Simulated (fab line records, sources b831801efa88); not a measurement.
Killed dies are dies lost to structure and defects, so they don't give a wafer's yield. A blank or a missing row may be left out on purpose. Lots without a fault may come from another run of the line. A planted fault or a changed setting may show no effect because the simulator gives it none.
Problem report in the 8D (eight disciplines) form, filled by code | flow gf180mcu | the parts of the form that need people (team, actions taken, sign-off) are left out

1. THE PROBLEM
oes_product_au at GF_HV_LDD_STRIP_22 reads a mean of 0.899 a.u. on 3 wafers of 1 lot; wafers without a fault read 0.716 a.u. with a standard deviation of 0.0045. That is +41 standard deviations from the usual mean.
The step: strips in O2/N2.
First seen on wafer L624.2, day 14 21:23, on plasma_asher-04. The record holds 39 wafers of 13 lots with a number at this step. Rule for "out", or "out of limits": more than 4 standard deviations from the usual mean. The other wafers with a number count as sound.

2. WHAT IT IS AND WHAT IT IS NOT
question                    | is                     | is not
which readings at this step | oes_product_au         | drypump_motor_current_A, heater_power_w
which lots                  | L624                   | L611, L612, L613, L615, L616, L617, L618, L619, L620, L623, L633, L634
which wafers of those lots  | all that have a number | -
read on which tools         | plasma_asher-04        | plasma_asher-01, plasma_asher-03
when                        | from day 14 21:23      | up to then (30 sound wafers); but 6 sound wafers of L633, L634 came after

3. SUSPECTS, AND WHAT RULES EACH OUT
Counting: a tool at a process step up to the reading stays a suspect if it ran every lot that is out and no sound lot after the first of them.
- plasma_asher-04 at GF_HV_LDD_STRIP_22 (strips in O2/N2): ruled out as a lasting fault. Sound lots L633, L634 ran on it after its first lot that is out, L624 (day 14 21:23).
Left after counting: nothing in the record.

4. THE CAUSE (what the simulator had put in)
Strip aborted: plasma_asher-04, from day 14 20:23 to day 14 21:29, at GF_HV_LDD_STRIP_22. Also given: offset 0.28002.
Counting ruled it out, wrongly.

5. THE CHAIN OF EFFECTS, in route order
Each row: a reading whose mean over the struck wafers that have a number lies more than 3 standard deviations from the usual. Only readings for which the record gives a usual standard deviation are gone through. hours: the time from each lot's start at the first step in this table that gives one to its start at this step, as a median over the lots. sigmas: the change in usual standard deviations.
hours | step               | reading        | usual      | on struck wafers | change | sigmas
0     | GF_HV_LDD_STRIP_22 | oes_product_au | 0.716 a.u. | 0.899            | +0.183 | +41
The process steps in it:
- GF_HV_LDD_STRIP_22: strips in O2/N2.
Readings that are blank on the struck wafers while sound wafers have them: strip_time_to_endpoint_s at GF_HV_LDD_STRIP_22.
Later measuring or inspecting steps at which every struck wafer that the step has a row for has a number for every such reading, and none has moved that far: GF_M1_RS_MEAS_05.

6. WHAT WOULD HAVE CAUGHT IT SOONER
In this record the first reading out of limits was taken at day 14 21:23, 1 hour after the fault began at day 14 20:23.
